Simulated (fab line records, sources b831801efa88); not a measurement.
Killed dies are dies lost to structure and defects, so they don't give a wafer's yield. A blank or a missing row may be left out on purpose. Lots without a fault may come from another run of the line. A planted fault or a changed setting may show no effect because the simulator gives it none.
A struck lot beside a sound one | flow gf180mcu | 15 steps out of a route of 602
Sound: wafers L243.2, L243.4, L243.6. Struck: wafer L249.1. (L249.5, L249.6 of the same lot were not struck and are left out.) The cause comes at the end.
At each step with rows: each side's tool, then ch and its chambers, then its first start. Under that, the readings that differ: sound wafers | struck wafers | difference of the means | sigmas: that difference in standard deviations of wafers without a fault.
alike: readings whose means differ by less than 2 such deviations, and words and numbers that are the same on both sides. not compared: withheld readings, readings that some wafer has no value for, bounds like >300 that may hide the same value, and numbers for which the record gives no deviation and whose values overlap.
The two part at a step that has a row with sigmas, a row that says differs or no value, or rows on one side only. Numbers that don't overlap but have no deviation are shown without sigmas and don't part them. A reading that every wafer of one side lacks parts them only if that side has two wafers or more.

GF_V4_OVL_MEAS_15:
  sound on overlay-02, day 26 03:17; struck on overlay-01, day 27 23:04
  alike: V4_OVL
then, 1 step without rows for these wafers: GF_V4_ETCH_16 (etches BARC in N2/H2).
GF_V4_ETCH_17: etches SiO2 in C4F8/O2/Ar, stops on TiN, target depth 630 nm.
  sound on rie_diel-04 ch 0,1; struck on rie_diel-01 ch 3
  alike: bias_w, oes_product_au
GF_V4_STRIP_18: strips in O2/N2.
  sound on plasma_asher-01 ch 0,1, day 26 03:26; struck on plasma_asher-03 ch 0, day 27 23:13
  reading            | sound       | struck | difference | sigmas
  heater_power_w (W) | 290 271 292 | 444    | +160       | +3
  alike: drypump_motor_current_A, oes_product_au, platen_temp_c
  not compared: rf_hours_counter_h
then, 2 steps without rows for these wafers: GF_V4_STRIP_19 (strips in post etch residue remover, time 1200 s); GF_V4_CLEAN_20 (cleans in DIW).
GF_V4_SPUTTER_21: material Ti, target thk 15 nm, time 80.02 s.
  sound on pvd_sputter-04, day 26 03:59; struck on pvd_sputter-01, day 28 00:10
  alike: throttle_valve_pct
GF_V4_SPUTTER_22: material TiN, target thk 10 nm, time 40 s.
  sound on pvd_sputter-04, day 26 04:03; struck on pvd_sputter-01, day 28 00:14
  alike: throttle_valve_pct
then, 1 step without rows for these wafers: GF_V4_CVD_23 (deposits W, target thk 350 nm, time 104.9 s).
GF_V4_RS_MEAS_24: measures by four-point-probe.
  sound on film_metro-03, day 26 04:13; struck on film_metro-04, day 28 00:23
  alike: V4_W_RS
GF_V4_THK_MEAS_25: measures by xrf.
  sound on film_metro-03, day 26 04:20; struck on film_metro-04, day 28 00:30
  alike: V4_W_THK
then, 1 step without rows for these wafers: GF_V4_CMP_26 (polishes, stops on SiO2, t overpolish 15 s, target thk 0 nm).
GF_MIM_SPUTTER_00: material Ti, target thk 37.5 nm, time 150 s.
  sound on pvd_sputter-02, day 26 04:41; struck on pvd_sputter-02, day 28 00:59
  reading                                | sound             | struck | difference | sigmas
  model.Ti_of_MIM_SPUTTER_00.thk_nm (nm) | 37.18 37.51 37.32 | 31.05  | -6.29      |
  alike: throttle_valve_pct
GF_MIM_SPUTTER_01: material TiN, target thk 30 nm, time 25 s.
  sound on pvd_sputter-02, day 26 04:47; struck on pvd_sputter-02, day 28 01:05
  alike: throttle_valve_pct
GF_PASSIVATION_PROBE_99:
  the record has rows for the sound wafers here (prober-02, day 30 12:48) and none for the struck ones

WHERE THEY PART
First at GF_V4_STRIP_18; last, within this record, at GF_PASSIVATION_PROBE_99.

WHY: what the simulator had put in
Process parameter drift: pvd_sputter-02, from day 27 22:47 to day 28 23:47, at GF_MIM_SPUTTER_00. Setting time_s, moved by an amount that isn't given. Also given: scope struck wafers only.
